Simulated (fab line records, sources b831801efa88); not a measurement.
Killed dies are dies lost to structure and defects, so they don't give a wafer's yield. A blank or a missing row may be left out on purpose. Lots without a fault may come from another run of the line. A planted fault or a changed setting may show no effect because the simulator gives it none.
A struck lot beside a sound one | flow sfq_line | 21 steps out of a route of 325
Sound: wafers L578.2, L578.3, L578.5. Struck: wafers L587.2, L587.3, L587.4. The cause comes at the end.
At each step with rows: each side's tool, then ch and its chambers, then its first start. Under that, the readings that differ: sound wafers | struck wafers | difference of the means | sigmas: that difference in standard deviations of wafers without a fault.
alike: readings whose means differ by less than 2 such deviations, and words and numbers that are the same on both sides. not compared: withheld readings, readings that some wafer has no value for, bounds like >300 that may hide the same value, and numbers for which the record gives no deviation and whose values overlap.
The two part at a step that has a row with sigmas, a row that says differs or no value, or rows on one side only. Numbers that don't overlap but have no deviation are shown without sigmas and don't part them. A reading that every wafer of one side lacks parts them only if that side has two wafers or more.

SFQ_L0_THK_MEAS_902: measures by xrf.
  sound on film_metro-02, day 2 08:41; struck on film_metro-04, day 4 05:41
  reading             | sound          | struck         | difference | sigmas
  L0_MONX_KI_THK (nm) | 39.2 39.5 39.3 | 40.5 39.7 40.9 | +1.0       | +2
then, 6 steps without rows for these wafers: SFQ_TRILAYER_L0_LITHO_COAT_010 (resist thk 62 nm); SFQ_TRILAYER_L0_LITHO_COAT_005 (resist thk 600 nm); SFQ_TRILAYER_L0_LITHO_SOFTBAKE_009; SFQ_TRILAYER_L0_LITHO_EXPOSE_006 (exposes mask L0, target cd 2000 nm); SFQ_TRILAYER_L0_LITHO_PEB_008 (peb time 60 s); SFQ_TRILAYER_L0_LITHO_DEVELOP_007 (time 60 s).
-- the record jumps here: 3 days lie between the struck wafers' starts before and after --
SFQ_TRILAYER_L0_BARC_OPEN_METAL_ETCH_010: etches BARC in O2, target depth 125 nm, time 41.7 s.
  sound on rie_metal-03 ch 0,1, day 5 06:37; struck on rie_metal-01 ch 0,1, day 7 04:40
  alike: drypump_motor_current_A, he_backside_leak_sccm, oes_product_au
  not compared: rf_hours_counter_h
SFQ_TRILAYER_L0_ETCH_METAL_ETCH_008: etches MoNx KI in SF6/O2, stops on SiO2, target depth 50 nm, time 25 s.
  sound on rie_metal-03 ch 0,1, day 5 06:40; struck on rie_metal-01 ch 0,1, day 7 04:43
  alike: drypump_motor_current_A, he_backside_leak_sccm, oes_product_au
  not compared: rf_hours_counter_h
SFQ_TRILAYER_L0_STRIP_STRIP_009: strips in O2.
  sound on rie_metal-03 ch 0,1, day 5 06:43; struck on rie_metal-01 ch 0,1, day 7 04:46
  alike: drypump_motor_current_A, he_backside_leak_sccm, oes_product_au
  not compared: rf_hours_counter_h
then, 1 step without rows for these wafers: SFQ_TRILAYER_L0_STRIP_SOLV_CLEAN_010 (cleans in NMP, time 600 s).
SFQ_TRILAYER_L0_CAP_PECVD_011: deposits SiO2 from SiH4/N2O, time 13.333 s, target thk 60 nm.
  sound on pecvd-02 ch 0,1,2, day 5 07:29; struck on pecvd-03 ch 0,2, day 7 05:32
  alike: heater_power_w, throttle_valve_pct
SFQ_TRILAYER_L0_VIA_LITHO_COAT_018: resist thk 62 nm.
  sound on litho_track-02 ch 0, day 5 07:34; struck on litho_track-03 ch 0, day 7 05:37
  reading                                                  | sound             | struck            | difference | sigmas
  model.BARC_of_TRILAYER_L0_VIA_LITHO_COAT_018.thk_nm (nm) | 61.62 61.61 61.56 | 66.24 66.42 66.29 | +4.72      |
then, 5 steps without rows for these wafers: SFQ_TRILAYER_L0_VIA_LITHO_COAT_013 (resist thk 650 nm); SFQ_TRILAYER_L0_VIA_LITHO_SOFTBAKE_017; SFQ_TRILAYER_L0_VIA_LITHO_EXPOSE_014 (exposes mask L0V, target cd 700 nm); SFQ_TRILAYER_L0_VIA_LITHO_PEB_016 (peb time 60 s); SFQ_TRILAYER_L0_VIA_LITHO_DEVELOP_015 (time 60 s).
-- the record jumps here: 3 days lie between the struck wafers' starts before and after --
SFQ_L0V_OVL_MEAS_903:
  sound on overlay-01, day 8 12:44; struck on overlay-01, day 10 16:19
  alike: L0V_OVL
SFQ_TRILAYER_L0_VIA_BARC_OPEN_VIA_ETCH_021: etches BARC in O2, target depth 125 nm, time 41.7 s.
  sound on rie_diel-04 ch 0,2,3, day 8 12:46; struck on rie_diel-02 ch 0,1,3, day 10 16:20
  reading                  | sound             | struck            | difference | sigmas
  oes_product_au (a.u.)    | 0.676 0.688 0.688 | 0.707 0.707 0.702 | +0.021     | +5
  model.etch.depth_nm (nm) | 61.62 61.61 61.56 | 66.24 66.42 66.29 | +4.72      |
  alike: drypump_motor_current_A
  not compared: rf_hours_counter_h
SFQ_TRILAYER_L0_VIA_ETCH_VIA_ETCH_016: etches SiO2 in CHF3, stops on MoNx KI, target depth 80 nm.
  sound on rie_diel-04 ch 0,2,3, day 8 12:49; struck on rie_diel-02 ch 0,1,3, day 10 16:23
  alike: drypump_motor_current_A, oes_product_au

WHERE THEY PART
First at SFQ_L0_THK_MEAS_902; last, within this record, at SFQ_TRILAYER_L0_VIA_BARC_OPEN_VIA_ETCH_021. Later steps at which nothing parts them and some readings are alike: SFQ_TRILAYER_L0_VIA_ETCH_VIA_ETCH_016.

WHY: what the simulator had put in
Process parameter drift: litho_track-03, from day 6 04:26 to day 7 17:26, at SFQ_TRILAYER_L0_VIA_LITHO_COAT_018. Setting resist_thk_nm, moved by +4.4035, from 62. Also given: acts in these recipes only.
